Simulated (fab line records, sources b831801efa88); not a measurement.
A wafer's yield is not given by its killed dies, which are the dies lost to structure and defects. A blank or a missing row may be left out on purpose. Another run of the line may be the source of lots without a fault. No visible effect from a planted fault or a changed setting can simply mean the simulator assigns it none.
Which tool did it? ; flow sky130 ; 36 wafers from 12 lots sampled at 3 of the route's 708 steps

## WHAT EACH GAUGE READ, for each wafer
SKY_LDD_HVN_OVL_MEAS_07. Usual: for LDD_HVN_OVL the level is -0.1 nm and the standard deviation is 1.4.
lot;measured;on;LDD_HVN_OVL (nm);flag
L735;day 20 08:42;overlay-02;0.5 0.7 -1.3;
L736;day 21 03:18;overlay-01;-2.2 0.5 -1.7;
L737;day 21 12:36;overlay-02;-0.1 -0.3 -0.1;
L738;day 22 08:04;overlay-01;0.7 2.5 0.0;
L740;day 22 08:26;overlay-02;1.6 -1.6 2.1;
L742;day 23 23:48;overlay-02;-0.3 -0.1 1.2;
L746;day 24 21:55;overlay-01;3.1 1.6 1.4;
L747;day 25 05:21;overlay-01;-2.4 -1.9 -1.0;
L748;day 25 14:31;overlay-01;0.7 0.9 0.7;
L749;day 26 06:52;overlay-01;-0.6 -1.2 -2.5;
L750;day 27 01:52;overlay-01;-1.4 -0.3 -0.3;
L755;day 28 03:38;overlay-02;0.4 1.3 0.1;

## EACH LOT AND THE TOOL THAT RAN IT (in order: tool; ch and the chambers of the sampled wafers; start)
lot;SKY_FIELD_ISO_ETCH_17;SKY_PWDE_IMPLANT_08
L735;rie si-01 ch 0,1,3, day 2 10:02;implanter-02 ch 0, day 3 23:52
L736;rie si-01 ch 1,2, day 2 15:43;implanter-02 ch 0, day 4 05:19
L737;rie si-02 ch 0,1,2, day 2 20:22;implanter-04 ch 0, day 4 13:42
L738;rie si-01 ch 0,1, day 3 01:37;implanter-03 ch 0, day 4 20:11
L740;rie si-01 ch 0,1,3, day 3 11:28;implanter-03 ch 0, day 5 02:46
L742;rie si-01 ch 0,1,2, day 4 00:55;implanter-02 ch 0, day 5 17:14
L746;rie si-02 ch 2,3, day 4 21:35;implanter-04 ch 0, day 6 16:42
L747;rie si-01 ch 0,2,3, day 5 01:31;implanter-04 ch 0, day 6 19:57
L748;rie si-02 ch 1,2,3, day 5 06:01;implanter-04 ch 0, day 7 00:49
L749;rie si-02 ch 0,1,2, day 5 12:04;implanter-04 ch 0, day 7 12:41
L750;rie si-02 ch 0,2,3, day 5 18:58;implanter-03 ch 0, day 8 07:55
L755;rie si-01 ch 0,2,3, day 6 23:11;implanter-02 ch 0, day 8 21:25
- SKY_FIELD_ISO_ETCH_17: etches Si in HBr/Cl2/O2, target depth 342 nm, time 97.7 s.
- SKY_PWDE_IMPLANT_08

## WHAT THE TOOLS THEMSELVES READ (means of the sampled wafers that have a number; where no wafer has one, the mark that the record gives instead)
SKY_FIELD_ISO_ETCH_17. Usual: drypump motor current A 5.8 A, standard deviation 0.37; oes product au 0.998 a.u., standard deviation 0.011; rf fwd power W 596.3 W, standard deviation 2.1; throttle valve pct 25.658 %, standard deviation 0.011.
lot;tool;drypump motor current A (A);oes product au (a.u.);rf fwd power W (W);throttle valve pct (%);flag
L735;rie si-01;6.0;0.999;596.3;25.656;
L736;rie si-01;5.8;1.009;599.2;25.653;
L737;rie si-02;5.7;0.993;596.6;25.655;
L738;rie si-01;6.1;0.998;597.4;25.657;
L740;rie si-01;5.9;1.004;596.1;25.660;
L742;rie si-01;6.0;1.004;596.1;25.648;
L746;rie si-02;5.3;0.996;593.8;25.659;
L747;rie si-01;5.8;1.002;595.7;25.665;
L748;rie si-02;5.4;0.996;595.0;25.650;
L749;rie si-02;5.7;0.987;597.1;25.672;
L750;rie si-02;5.7;0.995;596.4;25.654;
L755;rie si-01;5.8;1.003;596.1;25.652;

SKY_PWDE_IMPLANT_08. Usual: beam energy keV 150.00, standard deviation 0.041; dose ions cm2 3.601e+12, standard deviation 3.7e+09; faraday current uA 20.2, standard deviation 0.38.
lot;tool;beam energy keV;dose ions cm2;faraday current uA;flag
L735;implanter-02;149.99;3.597e+12;20.3;
L736;implanter-02;149.96;3.601e+12;20.3;
L737;implanter-04;149.99;3.597e+12;20.7;
L738;implanter-03;149.97;3.601e+12;20.4;
L740;implanter-03;150.02;3.602e+12;20.4;
L742;implanter-02;150.02;3.600e+12;19.9;
L746;implanter-04;150.01;3.604e+12;20.2;
L747;implanter-04;149.98;3.596e+12;20.1;
L748;implanter-04;147.33;3.597e+12;20.5;OFF
L749;implanter-04;147.33;3.599e+12;20.2;OFF
L750;implanter-03;150.01;3.599e+12;20.4;
L755;implanter-02;149.97;3.606e+12;20.0;

## THE ANSWER, worked out from the rows above alone
Rule: a lot is off if the mean of its wafers that have a number lies more than 3 standard deviations from the usual mean. A lot without any number at a reading at which 4 lots or more have one is off too. Where the step has rows for the other lots, those lots are counted as sound. After the gauges, taken in route order, come the tools' own readings; for these a lot's mean is taken, as printed above. The first step at which some lot is off is used, and at that step the reading that is off furthest; a lot without a number counts as furthest.
Off at SKY_PWDE_IMPLANT_08 (beam energy keV): L748, L749.
If a tool, at that step or one of the process steps before it, ran each lot that is off and ran no sound lot following the first of them, it fits. One candidate fits, namely implanter-04 at SKY_PWDE_IMPLANT_08. A fault onset in the window from L747 (day 6 19:57, its last sound lot) to L748 (day 7 00:49, its first lot off) fits.
The tool's own readings at SKY_PWDE_IMPLANT_08 bear it out: on the lots that are off they differ by more than 5 times the standard deviation of the sound lots' means. beam energy keV reads 147.33 there against 149.99 on the sound lots.

## WHAT HAD BEEN PUT IN BY THE SIMULATOR
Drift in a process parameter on implanter-04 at SKY_PWDE_IMPLANT_08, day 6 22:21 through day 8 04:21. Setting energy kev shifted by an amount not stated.
Struck lots among those shown: L748, L749. This agrees with what the rule above found.
